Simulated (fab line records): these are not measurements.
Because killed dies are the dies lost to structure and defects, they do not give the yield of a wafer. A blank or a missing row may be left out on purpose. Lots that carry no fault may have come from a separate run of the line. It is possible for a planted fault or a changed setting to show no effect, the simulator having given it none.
Split-lot experiment :: flow sfq-line :: 23 wafers read from 5 lots, route of 325 steps

== ABOUT THE SPLIT ==
At SFQ_TRILAYER_C5_LITHO_COAT_151 (resist thk 650 nm), the setting spin-rpm was moved away from the recipe's 3000 rpm on 8 of the 23 wafers read, by -2.6% to +5.4%. For the rest of the wafers, this setting stayed at what the recipe calls for.

The split's own step is where the reading is taken.

== THE READING ==
KrF_of_TRILAYER_C5_LITHO_COAT_151.thk-nm (the simulator's own value, which no gauge read), in nm, at SFQ_TRILAYER_C5_LITHO_COAT_151 (resist thk 650 nm). No usual value for it is given in the file. The 15 wafers here that ran the recipe average 649.1 nm, standard deviation 2.3 nm.

wafer: L080.2
tool, chamber at the split: litho-track-02, 0
spin-rpm as run, rpm: 3000
against the recipe: recipe
KrF_of_TRILAYER_C5_LITHO_COAT_151.thk-nm, nm: 646.9
against lot-mates on the recipe: -

wafer: L080.3
tool, chamber at the split: litho-track-02, 0
spin-rpm as run, rpm: 2932
against the recipe: -2.3%
KrF_of_TRILAYER_C5_LITHO_COAT_151.thk-nm, nm: 654.4
against lot-mates on the recipe: +7.8

wafer: L080.4
tool, chamber at the split: litho-track-02, 0
spin-rpm as run, rpm: 2932
against the recipe: -2.3%
KrF_of_TRILAYER_C5_LITHO_COAT_151.thk-nm, nm: 654.2
against lot-mates on the recipe: +7.6

wafer: L080.5
tool, chamber at the split: litho-track-02, 0
spin-rpm as run, rpm: 3000
against the recipe: recipe
KrF_of_TRILAYER_C5_LITHO_COAT_151.thk-nm, nm: 648.1
against lot-mates on the recipe: -

wafer: L080.6
tool, chamber at the split: litho-track-02, 0
spin-rpm as run, rpm: 3000
against the recipe: recipe
KrF_of_TRILAYER_C5_LITHO_COAT_151.thk-nm, nm: 644.9
against lot-mates on the recipe: -

wafer: L081.1
tool, chamber at the split: litho-track-04, 0
spin-rpm as run, rpm: 3000
against the recipe: recipe
KrF_of_TRILAYER_C5_LITHO_COAT_151.thk-nm, nm: 646.9
against lot-mates on the recipe: -

wafer: L081.2
tool, chamber at the split: litho-track-04, 0
spin-rpm as run, rpm: 3000
against the recipe: recipe
KrF_of_TRILAYER_C5_LITHO_COAT_151.thk-nm, nm: 647.5
against lot-mates on the recipe: -

wafer: L081.3
tool, chamber at the split: litho-track-04, 0
spin-rpm as run, rpm: 3000
against the recipe: recipe
KrF_of_TRILAYER_C5_LITHO_COAT_151.thk-nm, nm: 649.5
against lot-mates on the recipe: -

wafer: L082.1
tool, chamber at the split: litho-track-02, 0
spin-rpm as run, rpm: 3000
against the recipe: recipe
KrF_of_TRILAYER_C5_LITHO_COAT_151.thk-nm, nm: 650.1
against lot-mates on the recipe: -

wafer: L082.2
tool, chamber at the split: litho-track-02, 0
spin-rpm as run, rpm: 3000
against the recipe: recipe
KrF_of_TRILAYER_C5_LITHO_COAT_151.thk-nm, nm: 649.8
against lot-mates on the recipe: -

wafer: L082.3
tool, chamber at the split: litho-track-02, 0
spin-rpm as run, rpm: 3000
against the recipe: recipe
KrF_of_TRILAYER_C5_LITHO_COAT_151.thk-nm, nm: 651
against lot-mates on the recipe: -

wafer: L082.4
tool, chamber at the split: litho-track-02, 0
spin-rpm as run, rpm: 3000
against the recipe: recipe
KrF_of_TRILAYER_C5_LITHO_COAT_151.thk-nm, nm: 651
against lot-mates on the recipe: -

wafer: L082.5
tool, chamber at the split: litho-track-02, 0
spin-rpm as run, rpm: 3000
against the recipe: recipe
KrF_of_TRILAYER_C5_LITHO_COAT_151.thk-nm, nm: 651.8
against lot-mates on the recipe: -

wafer: L084.1
tool, chamber at the split: litho-track-01, 0
spin-rpm as run, rpm: 2922
against the recipe: -2.6%
KrF_of_TRILAYER_C5_LITHO_COAT_151.thk-nm, nm: 660
against lot-mates on the recipe: +7.8

wafer: L084.2
tool, chamber at the split: litho-track-01, 0
spin-rpm as run, rpm: 3000
against the recipe: recipe
KrF_of_TRILAYER_C5_LITHO_COAT_151.thk-nm, nm: 652.6
against lot-mates on the recipe: -

wafer: L084.4
tool, chamber at the split: litho-track-01, 0
spin-rpm as run, rpm: 2922
against the recipe: -2.6%
KrF_of_TRILAYER_C5_LITHO_COAT_151.thk-nm, nm: 661.8
against lot-mates on the recipe: +9.6

wafer: L084.5
tool, chamber at the split: litho-track-01, 0
spin-rpm as run, rpm: 3000
against the recipe: recipe
KrF_of_TRILAYER_C5_LITHO_COAT_151.thk-nm, nm: 651.8
against lot-mates on the recipe: -

wafer: L084.6
tool, chamber at the split: litho-track-01, 0
spin-rpm as run, rpm: 2922
against the recipe: -2.6%
KrF_of_TRILAYER_C5_LITHO_COAT_151.thk-nm, nm: 660.6
against lot-mates on the recipe: +8.4

wafer: L085.1
tool, chamber at the split: litho-track-04, 0
spin-rpm as run, rpm: 3161
against the recipe: +5.4%
KrF_of_TRILAYER_C5_LITHO_COAT_151.thk-nm, nm: 630.6
against lot-mates on the recipe: -16.4

wafer: L085.2
tool, chamber at the split: litho-track-04, 0
spin-rpm as run, rpm: 3161
against the recipe: +5.4%
KrF_of_TRILAYER_C5_LITHO_COAT_151.thk-nm, nm: 629.7
against lot-mates on the recipe: -17.3

wafer: L085.3
tool, chamber at the split: litho-track-04, 0
spin-rpm as run, rpm: 3161
against the recipe: +5.4%
KrF_of_TRILAYER_C5_LITHO_COAT_151.thk-nm, nm: 631.8
against lot-mates on the recipe: -15.2

wafer: L085.5
tool, chamber at the split: litho-track-04, 0
spin-rpm as run, rpm: 3000
against the recipe: recipe
KrF_of_TRILAYER_C5_LITHO_COAT_151.thk-nm, nm: 645.7
against lot-mates on the recipe: -

wafer: L085.6
tool, chamber at the split: litho-track-04, 0
spin-rpm as run, rpm: 3000
against the recipe: recipe
KrF_of_TRILAYER_C5_LITHO_COAT_151.thk-nm, nm: 648.3
against lot-mates on the recipe: -

FIT RESULTS
A straight line over all 23 wafers: KrF_of_TRILAYER_C5_LITHO_COAT_151.thk-nm changes by -3.52 nm for each +1% of spin-rpm; r = -0.96; the points scatter about the line by 2.4 nm.
The same after taking each lot's own level away (the mean of its wafers on the recipe; 23 wafers): -3.12 nm for each +1%; r = -0.99; scatter 0.99 nm.
According to that fit, moving spin-rpm by its largest amount changes the reading by 17 nm.
The lots' own levels span 646.63 to 652.20 nm, that is 2.4 times the standard deviation above.
Hence the slope depends on the lot-to-lot level, as the two fits are not the same.
Check: for one of the wafers moved furthest among these (+5.4%), held out of the fit, the line's prediction against its lot-mates is -16.6 nm. Against them it came out at -16.4 nm.

== THE FILE'S OWN FIT ==
KrF_of_TRILAYER_C5_LITHO_COAT_151.thk-nm changes by -3.13 nm for each +1% of spin-rpm, r = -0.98.
